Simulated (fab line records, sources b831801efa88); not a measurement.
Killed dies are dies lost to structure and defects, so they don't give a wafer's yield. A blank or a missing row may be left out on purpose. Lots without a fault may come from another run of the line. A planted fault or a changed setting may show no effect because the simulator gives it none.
One fault seen from 2 desks | flow gf180mcu | each desk has only its own numbers; what lay behind them comes last

THE TOOL OWNER'S DESK: iline_stepper-02
The tool's own readings at GF_NWELL_EXPOSE_04 (exposes mask Nwell, target cd 860 nm): means of the sampled wafers that have a number, for each lot that ran on this tool. A lot is out of limits, marked OUT, if its mean lies more than 4 standard deviations from the usual mean; the brackets give that distance.
Columns: A = exposure_dose_mJ_cm2 at GF_NWELL_EXPOSE_04, usual 260.02; B = focus_offset_nm at GF_NWELL_EXPOSE_04, usual 0.1 nm; C = reticle_temp_C at GF_NWELL_EXPOSE_04, usual 22.99 C
lot  | first seen here | A      | B    | C
L225 | day 3 08:49     | 259.97 | 0.2  | 23.03
L226 | day 3 12:36     | 260.22 | -0.4 | 23.02
L228 | day 4 02:11     | 259.97 | 0.7  | 23.02
L229 | day 4 05:25     | 259.90 | 0.1  | 22.89
L230 | day 4 08:28     | 259.85 | 0.2  | 23.02
L231 | day 4 15:06     | 260.02 | -0.3 | 23.00
L240 | day 6 21:05     | 259.71 | -0.6 | 23.02
L243 | day 7 12:35     | 260.22 | 0.3  | 23.10
This desk's finding: nothing out of limits on any of the 8 lots.

THE METROLOGY DESK
What the gauges read, lot by lot, whatever tool the lot ran on: means of the sampled wafers that have a number. A lot is out of limits, marked OUT, if its mean lies more than 4 standard deviations from the usual mean; the brackets give that distance.
Columns: A = M1_ALCU_RS at GF_M1_RS_MEAS_05, usual 0.0692 ohm/sq; B = M1_ALCU_THK at GF_M1_THK_MEAS_06, usual 453 nm
lot  | first seen here | A      | B
L225 | day 16 11:43    | 0.0696 | 454
L226 | day 16 20:14    | 0.0690 | 449
L227 | day 17 08:43    | 0.0699 | 447
L228 | day 17 17:53    | 0.0687 | 465
L229 | day 18 01:31    | 0.0681 | 462
L230 | day 18 07:36    | 0.0690 | 455
L231 | day 18 17:24    | 0.0690 | 453
L236 | day 21 14:29    | 0.0686 | 451
L237 | day 22 00:07    | 0.0692 | 453
L239 | day 22 06:35    | 0.0699 | 448
L240 | day 22 14:04    | 0.0695 | 447
L242 | day 23 03:43    | 0.0696 | 447
L241 | day 23 05:22    | 0.0694 | 457
L243 | day 23 15:25    | 0.0680 | 458
This desk's finding: nothing out of limits on any of the 14 lots.

PUT TOGETHER
The tool owner's desk saw nothing out of limits.
The metrology desk saw nothing out of limits.

WHAT THE SIMULATOR HAD PUT IN
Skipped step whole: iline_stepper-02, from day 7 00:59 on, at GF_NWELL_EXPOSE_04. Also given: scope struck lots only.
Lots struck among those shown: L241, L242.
